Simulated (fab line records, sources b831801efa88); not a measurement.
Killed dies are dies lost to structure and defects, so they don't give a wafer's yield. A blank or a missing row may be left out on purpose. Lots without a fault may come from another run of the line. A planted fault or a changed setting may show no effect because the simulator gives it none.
fab line records | flow sky130 | part 1 of 2: steps 1 to 32 of 46
record lots=5 wafers=15 last_day=50
route steps=708 shown CAP2M@606 METAL4@621 VIA4@639
lots that met no fault: from a run of the same line without faults
start_h: hours from the record's first day to the start of the lot's first wafer shown | wait_h: hours since the lot's step before | " the same as in the row above | L1.1+2: a row that stands for several wafers | - no value, or no start given | * or withheld: withheld | < > ~ a bound
route shown NAME@n: a module of which the file shows steps, and the number in the route of the first | usual: mean/standard deviation of fault-free wafers | same: alike in all rows | chamber/n: place in a boat | sites: the reading at each site | _std_site: their standard deviation | _edge_site: outer sites' mean less inner sites' | radius_mm: how far each site lies from the wafer's centre | mask NAME#n: copy n | behind: the tool/chamber that last shaped the wafer | hold: why the lot was held/for how many hours/how that ended | device: the transistor (n, p or np) that didn't switch | end of line: the same wafers' tests at the end of the route | a step without rows: its recipe alone | killed: dies lost to structure and defects at the first sort, not the wafer's yield | map: a wafer's dies, x killed, . not, _ none there
set.NAME: the setting as run; set.NAME@STEP: as run at that earlier step | model.NAME: the simulator's own value behind a step, which no gauge read
lots at some steps of the route; a table a step, a row a wafer
services: from which hour (start_h, from the record's first day; less than 0 if before it) a tool's chamber was out of use, for how many hours, and why
## steps
# step SKY_CAP2M_RS_MEAS_03
# recipe thk_meas_gauge=four-point-probe reads=TiN_of_CAP2M_SPUTTER_02
# usual CAP2M_TIN_RS=6.96/0.081
# columns lot.wafer tool chamber start_h wait_h CAP2M_TIN_RS[ohm/sq]
L077.1 film_metro-02 - 949.83 0.1 6.92
L077.3 " - " " 6.94
L077.4 " - " " 6.91
L079.3 film_metro-03 - 967.50 0.1 6.97
L079.5 " - " " 6.97
L079.6 " - " " 6.95
L083.1 film_metro-01 - 1002.42 0.1 6.86
L083.2 " - " " 6.84
L083.5 " - " " 6.94
L097.1 film_metro-01 - 1092.58 0.1 6.91
L097.4 " - " " 6.86
L097.6 " - " " 6.88
L095.1 film_metro-02 - 1099.79 0.1 6.92
L095.3 " - " " 6.85
L095.5 " - " " 6.87
# step SKY_CAP2M_THK_MEAS_04
# recipe thk_meas_gauge=xrf reads=TiN_of_CAP2M_SPUTTER_02
# usual CAP2M_TIN_THK=200.7/2.6
# columns lot.wafer tool chamber start_h wait_h CAP2M_TIN_THK[nm]
L077.1 film_metro-02 - 949.95 0.1 202.5
L077.3 " - " " 201.3
L077.4 " - " " 202.4
L079.3 film_metro-03 - 967.60 0.1 200.5
L079.5 " - " " 201.0
L079.6 " - " " 200.9
L083.1 film_metro-01 - 1002.54 0.1 202.9
L083.2 " - " " 204.0
L083.5 " - " " 200.7
L097.1 film_metro-01 - 1092.70 0.1 201.8
L097.4 " - " " 203.0
L097.6 " - " " 203.6
L095.1 film_metro-02 - 1099.91 0.1 202.2
L095.3 " - " " 203.7
L095.5 " - " " 203.2
# step SKY_CAP2M_DEHYDRATE_05
# recipe temp_c=200 time_s=60
# columns lot.wafer tool chamber start_h wait_h
L077.1+3+4 litho_track-02 0 961.55 11.6
L079.3+5+6 litho_track-04 0 978.06 10.5
L083.1+2+5 litho_track-01 0 1013.61 11.1
L097.1+4+6 litho_track-02 0 1101.90 9.2
L095.1+3+5 litho_track-02 0 1108.95 9.0
# step SKY_CAP2M_HMDS_06
# recipe prime_time_s=60 prime_temp_c=120
# columns lot.wafer tool chamber start_h wait_h
L077.1+3+4 litho_track-02 0 961.70 0.1
L079.3+5+6 litho_track-04 0 978.21 0.1
L083.1+2+5 litho_track-01 0 1013.76 0.1
L097.1+4+6 litho_track-02 0 1102.05 0.1
L095.1+3+5 litho_track-02 0 1109.10 0.1
# step SKY_CAP2M_COAT_07
# recipe resist=NOVOLAK spin_rpm=3000 resist_thk_nm=1140
# columns lot.wafer tool chamber start_h wait_h
L077.1+3+4 litho_track-02 0 961.85 0.1
L079.3+5+6 litho_track-04 0 978.36 0.1
L083.1+2+5 litho_track-01 0 1013.91 0.1
L097.1+4+6 litho_track-02 0 1102.20 0.1
L095.1+3+5 litho_track-02 0 1109.25 0.1
# step SKY_CAP2M_SOFTBAKE_08
# recipe temp_c=90 time_s=60 resist=NOVOLAK
# columns lot.wafer tool chamber start_h wait_h
L077.1+3+4 litho_track-02 0 962.00 0.1
L079.3+5+6 litho_track-04 0 978.51 0.1
L083.1+2+5 litho_track-01 0 1014.06 0.1
L097.1+4+6 litho_track-02 0 1102.35 0.1
L095.1+3+5 litho_track-02 0 1109.40 0.1
# step SKY_CAP2M_EXPOSE_09
# recipe mask_id=CAP2M na=0.6 source_shape=conventional sigma_outer=0.6 polarization=unpolarized target_cd_nm=1000 dose_mj=159
# columns lot.wafer tool chamber start_h wait_h mask
L077.1+3+4 iline_stepper-01 0 - - CAP2M#0
L079.3+5+6 iline_stepper-02 0 - - CAP2M#0
L083.1+2+5 iline_stepper-01 0 - - CAP2M#0
L097.1+4+6 iline_stepper-02 0 - - CAP2M#0
L095.1+3+5 iline_stepper-02 0 - - CAP2M#0
# step SKY_CAP2M_PEB_10
# recipe temp_c=withheld time_s=* resist=NOVOLAK
# columns lot.wafer tool chamber start_h wait_h
L077.1+3+4 litho_track-02 0 - -
L079.3+5+6 litho_track-02 0 - -
L083.1+2+5 litho_track-04 0 - -
L097.1+4+6 litho_track-02 0 - -
L095.1+3+5 litho_track-02 0 - -
# step SKY_CAP2M_DEVELOP_11
# recipe resist=NOVOLAK developer=TMAH develop_time_s=60 dev_temp_c=23
# columns lot.wafer tool chamber start_h wait_h
L077.1+3+4 litho_track-02 0 973.50 0.1
L079.3+5+6 litho_track-02 0 990.65 0.1
L083.1+2+5 litho_track-04 0 1025.22 0.1
L097.1+4+6 litho_track-02 0 1112.10 0.1
L095.1+3+5 litho_track-02 0 1118.80 0.1
# step SKY_CAP2M_OVL_MEAS_12
# usual CAP2M_OVL=-0.1/1.6
# columns lot.wafer tool chamber start_h wait_h CAP2M_OVL[nm]
L077.1 overlay-01 - 973.65 0.1 0.4
L077.3 " - " " 1.2
L077.4 " - " " 2.3
L079.3 overlay-02 - 990.76 0.1 2.6
L079.5 " - " " 1.3
L079.6 " - " " 0.0
L083.1 overlay-02 - 1025.37 0.1 0.2
L083.2 " - " " 0.7
L083.5 " - " " 0.1
L097.1 overlay-01 - 1112.25 0.1 -0.2
L097.4 " - " " -0.4
L097.6 " - " " 1.4
L095.1 overlay-02 - 1118.95 0.1 0.6
L095.3 " - " " 1.0
L095.5 " - " " -0.4
# step SKY_CAP2M_METAL_ETCH_13
# recipe target_depth_nm=220 stop_on=SiO2 chemistry=Cl2/BCl3 target=TiN pressure_mtorr=10 icp_w=900 bias_w=48.5 Cl2_flow_sccm=60 bcl3_flow_sccm=30 time_s=62.9
# usual drypump_motor_current_A=5.92/0.2 oes_product_au=0.937/0.0079 throttle_valve_pct=21.905/0.0092
# columns lot.wafer tool chamber start_h wait_h drypump_motor_current_A oes_product_au rf_hours_counter_h throttle_valve_pct
L077.1 rie_metal-02 0 973.69 0.0 5.88 0.948 13 21.901
L077.3 " 1 " " 6.11 0.934 - 21.890
L077.4 " 0 " " 5.87 0.935 - 21.903
L079.3 rie_metal-03 0 990.81 0.0 5.81 0.940 - 21.918
L079.5 " 0 " " 5.78 0.942 - 21.909
L079.6 " 1 " " 5.96 0.933 - 21.891
L083.1 rie_metal-02 0 1025.40 0.0 5.84 0.944 17 21.903
L083.2 " 1 " " 6.11 0.947 15 21.904
L083.5 " 0 " " 5.86 0.938 - 21.900
L097.1 rie_metal-04 1 1112.29 0.0 5.50 0.939 8 21.904
L097.4 " 1 " " 5.49 0.945 - 21.892
L097.6 " 0 " " 6.11 0.943 - 21.899
L095.1 rie_metal-04 1 1118.99 0.0 5.51 0.941 9 21.912
L095.3 " 0 " " 6.09 0.947 - 21.910
L095.5 " 1 " " 5.50 0.939 - 21.907
# step SKY_CAP2M_STRIP_14
# recipe chemistry=O2/N2 power_w=1400 pressure_mtorr=1500 platen_temp_c=withheld o2_flow_sccm=3000 n2_flow_sccm=300 overash_fraction=0.5
# usual drypump_motor_current_A=5.68/0.3 oes_product_au=0.710/0.0045 strip_time_to_endpoint_s=12.64/0.064
# columns lot.wafer tool chamber start_h wait_h drypump_motor_current_A oes_product_au rf_hours_counter_h strip_time_to_endpoint_s
L077.1 plasma_asher-02 1 973.77 0.1 5.47 0.711 111 12.67
L077.3 " 0 " " 6.12 0.715 - 12.70
L077.4 " 1 " " 5.48 0.709 - 12.72
L079.3 plasma_asher-01 0 990.90 0.1 5.76 0.709 - 12.68
L079.5 " 1 " " 5.28 0.709 - 12.63
L079.6 " 0 " " 5.76 0.714 - 12.56
L083.1 plasma_asher-02 1 1025.48 0.1 5.46 0.705 117 12.59
L083.2 " 0 " " 6.12 0.703 117 12.72
L083.5 " 0 " " 6.11 0.709 - 12.63
L097.1 plasma_asher-02 1 1112.37 0.1 5.48 0.711 6 12.66
L097.4 " 1 " " 5.50 0.703 - 12.62
L097.6 " 1 " " 5.49 0.716 - 12.64
L095.1 plasma_asher-02 0 1119.07 0.1 6.13 0.714 7 12.59
L095.3 " 1 " " 5.48 0.706 - 12.65
L095.5 " 1 " " 5.48 0.720 - 12.58
# step SKY_CAP2M_STRIP_15
# recipe chemistry=post_etch_residue_remover time_s=1200 temp_c=72.5
# columns lot.wafer tool chamber start_h wait_h
L077.1+3+4 wet_bench-02 2 973.87 0.1
L079.3+5+6 wet_bench-04 0 990.97 0.0
L083.1+2+5 wet_bench-02 2 1025.58 0.1
L097.1+4+6 wet_bench-02 3 1112.47 0.1
L095.1+3+5 wet_bench-01 0 1119.17 0.1
# step SKY_CAP2M_CLEAN_16
# recipe chemistry=IPA time_s=180 temp_c=25
# columns lot.wafer tool chamber start_h wait_h
L077.1+3+4 wet_bench-01 1 974.21 0.0
L079.3+5+6 wet_bench-01 0 991.31 0.0
L083.1+2+5 wet_bench-04 0 1025.92 0.0
L097.1+4+6 wet_bench-04 3 1112.81 0.0
L095.1+3+5 wet_bench-02 1 1119.51 0.0
# step SKY_CAP2M_CLEAN_17
# recipe chemistry=O3/DIW dry=n2_spin
# columns lot.wafer tool chamber start_h wait_h
L077.1+3+4 wet_bench-04 2 974.27 0.0
L079.3+5+6 wet_bench-04 1 991.37 0.0
L083.1+2+5 wet_bench-01 0 1025.98 0.0
L097.1+4+6 wet_bench-02 2 1112.87 0.0
L095.1+3+5 wet_bench-04 2 1119.57 0.0
# step SKY_METAL4_DEHYDRATE_05
# recipe temp_c=200 time_s=60
# columns lot.wafer tool chamber start_h wait_h
L077.1+3+4 litho_track-01 0 985.76 11.4
L079.3+5+6 litho_track-02 0 1002.30 10.8
L083.1+2+5 litho_track-01 0 1036.91 10.8
L097.1+4+6 litho_track-02 0 1121.60 8.6
L095.1+3+5 litho_track-01 0 1129.16 9.5
# step SKY_METAL4_HMDS_06
# recipe prime_time_s=60 prime_temp_c=120
# columns lot.wafer tool chamber start_h wait_h
L077.1+3+4 litho_track-01 0 985.91 0.1
L079.3+5+6 litho_track-02 0 1002.45 0.1
L083.1+2+5 litho_track-01 0 1037.06 0.1
L097.1+4+6 litho_track-02 0 1121.75 0.1
L095.1+3+5 litho_track-01 0 1129.31 0.1
# step SKY_METAL4_COAT_07
# recipe resist=BARC temp_c=withheld time_s=withheld spin_rpm=3000 resist_thk_nm=60
# columns lot.wafer tool chamber start_h wait_h
L077.1+3+4 litho_track-01 0 986.06 0.1
L079.3+5+6 litho_track-02 0 1002.60 0.1
L083.1+2+5 litho_track-01 0 1037.21 0.1
L097.1+4+6 litho_track-02 0 1121.90 0.1
L095.1+3+5 litho_track-01 0 1129.46 0.1
# step SKY_METAL4_COAT_08
# recipe resist=KrF-thick spin_rpm=3000 resist_thk_nm=1140
# columns lot.wafer tool chamber start_h wait_h
L077.1+3+4 litho_track-01 0 - -
L079.3+5+6 litho_track-02 0 - -
L083.1+2+5 litho_track-01 0 - -
L097.1+4+6 litho_track-02 0 - -
L095.1+3+5 litho_track-01 0 - -
# step SKY_METAL4_SOFTBAKE_09
# recipe temp_c=100 time_s=90 resist=KrF-thick
# columns lot.wafer tool chamber start_h wait_h
L077.1+3+4 litho_track-01 0 - -
L079.3+5+6 litho_track-02 0 - -
L083.1+2+5 litho_track-01 0 - -
L097.1+4+6 litho_track-02 0 - -
L095.1+3+5 litho_track-01 0 - -
# step SKY_METAL4_EXPOSE_10
# recipe mask_id=MM4 na=0.68 source_shape=annular sigma_inner=0.4 sigma_outer=0.8 target_cd_nm=300 dose_mj=28
# columns lot.wafer tool chamber start_h wait_h mask
L077.1+3+4 krf_scanner-02 0 - - MM4#0
L079.3+5+6 krf_scanner-01 0 - - MM4#0
L083.1+2+5 krf_scanner-01 0 - - MM4#0
L097.1+4+6 krf_scanner-02 0 - - MM4#0
L095.1+3+5 krf_scanner-02 0 - - MM4#0
# step SKY_METAL4_PEB_11
# recipe peb_temp_c=withheld peb_time_s=withheld resist=KrF-thick
# columns lot.wafer tool chamber start_h wait_h
L077.1+3+4 litho_track-01 0 - -
L079.3+5+6 litho_track-01 0 - -
L083.1+2+5 litho_track-03 0 - -
L097.1+4+6 litho_track-01 0 - -
L095.1+3+5 litho_track-03 0 - -
# step SKY_METAL4_DEVELOP_12
# recipe develop_time_s=60 resist=KrF-thick dev_temp_c=21
# columns lot.wafer tool chamber start_h wait_h
L077.1+3+4 litho_track-01 0 - -
L079.3+5+6 litho_track-01 0 - -
L083.1+2+5 litho_track-03 0 - -
L097.1+4+6 litho_track-01 0 - -
L095.1+3+5 litho_track-03 0 - -
# step SKY_METAL4_CD_MEAS_13
# recipe target_cd_nm=300
# usual cd_nm=299.7/2.1
# columns lot.wafer tool chamber start_h wait_h cd_nm
L077.1 cd_sem-01 - 997.61 - 304.2
L077.3 " - " " 305.7
L077.4 " - " " 305.2
L079.3 cd_sem-01 - 1014.95 - 301.0
L079.5 " - " " 302.4
L079.6 " - " " 300.8
L083.1 cd_sem-01 - 1048.33 - 299.5
L083.2 " - " " 298.0
L083.5 " - " " 298.6
L097.1 cd_sem-02 - 1132.61 - 298.5
L097.4 " - " " 297.8
L097.6 " - " " 299.0
L095.1 cd_sem-02 - 1139.13 - 294.8
L095.3 " - " " 295.3
L095.5 " - " " 295.2
# step SKY_METAL4_OVL_MEAS_14
# usual METAL4_OVL=1/6.4
# columns lot.wafer tool chamber start_h wait_h METAL4_OVL[nm]
L077.1 overlay-01 - 997.73 0.1 13
L077.3 " - " " 7
L077.4 " - " " 5
L079.3 overlay-02 - 1015.04 0.1 -4
L079.5 " - " " -7
L079.6 " - " " -4
L083.1 overlay-01 - 1048.45 0.1 -7
L083.2 " - " " -4
L083.5 " - " " -2
L097.1 overlay-01 - 1132.73 0.1 -9
L097.4 " - " " -4
L097.6 " - " " -8
L095.1 overlay-02 - 1139.25 0.1 5
L095.3 " - " " 7
L095.5 " - " " 1
# step SKY_METAL4_DESCUM_15
# recipe chemistry=O2 source_power_w=150 bias_power_w=0 pressure_mtorr=10 temp_c=40 time_s=8
# usual drypump_motor_current_A=5.9/0.43 oes_product_au=1.000/0.015
# columns lot.wafer tool chamber start_h wait_h drypump_motor_current_A oes_product_au rf_hours_counter_h
L077.1 rie_metal-04 0 997.76 0.0 6.1 1.006 14
L077.3 " 0 " " 6.1 1.010 -
L077.4 " 1 " " 5.5 1.014 -
L079.3 rie_metal-02 1 1015.07 0.0 6.1 0.968 -
L079.5 " 1 " " 6.2 0.973 -
L079.6 " 0 " " 5.9 1.003 -
L083.1 rie_metal-02 0 1048.49 0.0 5.9 1.017 18
L083.2 " 1 " " 6.1 0.972 16
L083.5 " 0 " " 5.9 1.027 -
L097.1 rie_metal-01 1 1132.76 0.0 6.5 0.989 25
L097.4 " 0 " " 5.2 0.991 -
L097.6 " 0 " " 5.2 0.984 -
L095.1 rie_metal-01 1 1139.29 0.0 6.5 0.995 25
L095.3 " 1 " " 6.5 0.995 -
L095.5 " 0 " " 5.1 0.979 -
# step SKY_METAL4_ETCH_16
# recipe chemistry=N2/H2 target=BARC ion_energy_ev=200 bias_w=100 pressure_mtorr=30 n2_flow_sccm=100 h2_flow_sccm=200 icp_w=500 stop_on=SiO2 time_s=88.2 target_depth_a=600
# usual drypump_motor_current_A=5.9/0.44 oes_product_au=0.626/0.005 throttle_valve_pct=13.204/0.0093
# columns lot.wafer tool chamber start_h wait_h drypump_motor_current_A oes_product_au rf_hours_counter_h throttle_valve_pct
L077.1 rie_metal-04 0 997.79 0.0 6.1 0.622 14 13.207
L077.3 " 0 " " 6.1 0.627 - 13.192
L077.4 " 1 " " 5.5 0.631 - 13.191
L079.3 rie_metal-02 1 1015.13 0.0 6.1 0.625 - 13.201
L079.5 " 1 " " 6.1 0.632 - 13.209
L079.6 " 0 " " 5.9 0.627 - 13.198
L083.1 rie_metal-02 0 1048.52 0.0 5.9 0.621 18 13.193
L083.2 " 1 " " 6.1 0.625 16 13.213
L083.5 " 0 " " 5.9 0.623 - 13.212
L097.1 rie_metal-01 1 1132.80 0.0 6.5 0.617 25 13.214
L097.4 " 0 " " 5.1 0.633 - 13.197
L097.6 " 0 " " 5.2 0.631 - 13.189
L095.1 rie_metal-01 1 1139.32 0.0 6.5 0.618 25 13.193
L095.3 " 1 " " 6.5 0.635 - 13.199
L095.5 " 0 " " 5.2 0.627 - 13.208
# step SKY_METAL4_ETCH_17
# recipe target=SiO2 stop_on=TiN chemistry=C4F8/O2/Ar source_w=1500 bias_w=1200 pressure_mtorr=40 c4f8_flow_sccm=withheld O2_flow_sccm=6 Ar_flow_sccm=300 time_s=3.9 target_depth_a=150
# usual oes_product_au=0.757/0.0079
# columns lot.wafer tool chamber start_h wait_h oes_product_au rf_hours_counter_h
L077.1 rie_diel-03 3 997.89 0.1 0.753 23
L077.3 " 1 " " 0.756 3
L077.4 " 1 " " 0.760 -
L079.3 rie_diel-02 0 1015.19 0.0 0.751 22
L079.5 " 1 " " 0.766 -
L079.6 " 0 " " 0.761 -
L083.1 rie_diel-02 1 1048.62 0.1 0.753 26
L083.2 " 2 " " 0.756 20
L083.5 " 0 " " 0.778 -
L097.1 rie_diel-03 2 1132.89 0.1 0.748 9
L097.4 " 1 " " 0.758 -
L097.6 " 0 " " 0.745 -
L095.1 rie_diel-03 0 1139.42 0.1 0.747 5
L095.3 " 1 " " 0.758 9
L095.5 " 0 " " 0.762 -
# step SKY_METAL4_METAL_ETCH_18
# recipe target_depth_a=8450 stop_on=SiO2 over_etch_frac=0.3 time_s=183.1 chemistry=Cl2/BCl3 resist_sidewall_deg=88 pressure_mtorr=10 icp_w=900 bias_w=48.5 Cl2_flow_sccm=60 bcl3_flow_sccm=30
# usual drypump_motor_current_A=5.9/0.45 oes_product_au=0.863/0.0058 throttle_valve_pct=22.265/0.0091
# columns lot.wafer tool chamber start_h wait_h drypump_motor_current_A oes_product_au rf_hours_counter_h throttle_valve_pct
L077.1 rie_metal-01 0 997.91 0.0 5.2 0.864 8 22.251
L077.3 " 1 " " 6.4 0.862 - 22.263
L077.4 " 0 " " 5.2 0.859 - 22.266
L079.3 rie_metal-01 1 1015.27 0.1 6.5 0.859 - 22.267
L079.5 " 0 " " 5.2 0.868 - 22.256
L079.6 " 1 " " 6.4 0.857 - 22.263
L083.1 rie_metal-01 0 1048.64 0.0 5.2 0.868 12 22.264
L083.2 " 1 " " 6.5 0.869 16 22.264
L083.5 " 1 " " 6.5 0.867 - 22.257
L097.1 rie_metal-04 1 1132.91 0.0 5.5 0.864 9 22.257
L097.4 " 1 " " 5.5 0.872 - 22.253
L097.6 " 1 " " 5.5 0.873 - 22.286
L095.1 rie_metal-02 0 1139.44 0.0 5.9 0.869 23 22.260
L095.3 " 0 " " 5.9 0.872 - 22.266
L095.5 " 1 " " 6.1 0.873 - 22.272
# step SKY_METAL4_STRIP_19
# recipe chemistry=O2/N2 power_w=1400 pressure_mtorr=1500 platen_temp_c=withheld o2_flow_sccm=3000 n2_flow_sccm=300 overash_fraction=0.5
# usual drypump_motor_current_A=5.77/0.24 oes_product_au=0.501/0.0075 strip_time_to_endpoint_s=6.53/0.15
# columns lot.wafer tool chamber start_h wait_h drypump_motor_current_A oes_product_au rf_hours_counter_h strip_time_to_endpoint_s
L077.1 plasma_asher-04 0 998.09 0.1 5.52 0.500 26 6.53
L077.3 " 0 " " 5.50 0.496 - 6.41
L077.4 " 1 " " 5.95 0.508 - 6.58
L079.3 plasma_asher-04 1 1015.42 0.1 5.93 0.492 - 6.45
L079.5 " 1 " " 5.94 0.508 - 6.66
L079.6 " 0 " " 5.58 0.500 - 6.49
L083.1 plasma_asher-03 1 1048.81 0.1 5.70 0.502 61 6.59
L083.2 " 0 " " 6.04 0.511 61 6.48
L083.5 " 0 " " 6.06 0.501 - 6.41
L097.1 plasma_asher-01 1 1133.09 0.1 5.28 0.497 103 6.45
L097.4 " 1 " " 5.28 0.488 - 6.35
L097.6 " 1 " " 5.31 0.489 - 6.41
L095.1 plasma_asher-04 1 1139.61 0.1 5.92 0.490 36 6.30
L095.3 " 0 " " 5.54 0.497 - 6.39
L095.5 " 0 " " 5.48 0.511 - 6.67
# step SKY_METAL4_STRIP_20
# recipe chemistry=post_etch_residue_remover time_s=1200 temp_c=72.5
# columns lot.wafer tool chamber start_h wait_h
L077.1+3+4 wet_bench-03 2 998.19 0.1
L079.3+5+6 wet_bench-03 0 1015.49 0.0
L083.1+2+5 wet_bench-02 2 1048.91 0.1
L097.1+4+6 wet_bench-04 1 1133.20 0.1
L095.1+3+5 wet_bench-03 1 1139.71 0.1
# step SKY_METAL4_CLEAN_21
# recipe chemistry=IPA time_s=180 temp_c=25
# columns lot.wafer tool chamber start_h wait_h
L077.1+3+4 wet_bench-02 0 998.53 0.0
L079.3+5+6 wet_bench-04 2 1015.83 0.0
L083.1+2+5 wet_bench-04 2 1049.29 0.0
L097.1+4+6 wet_bench-03 3 1133.54 0.0
L095.1+3+5 wet_bench-02 0 1140.09 0.0
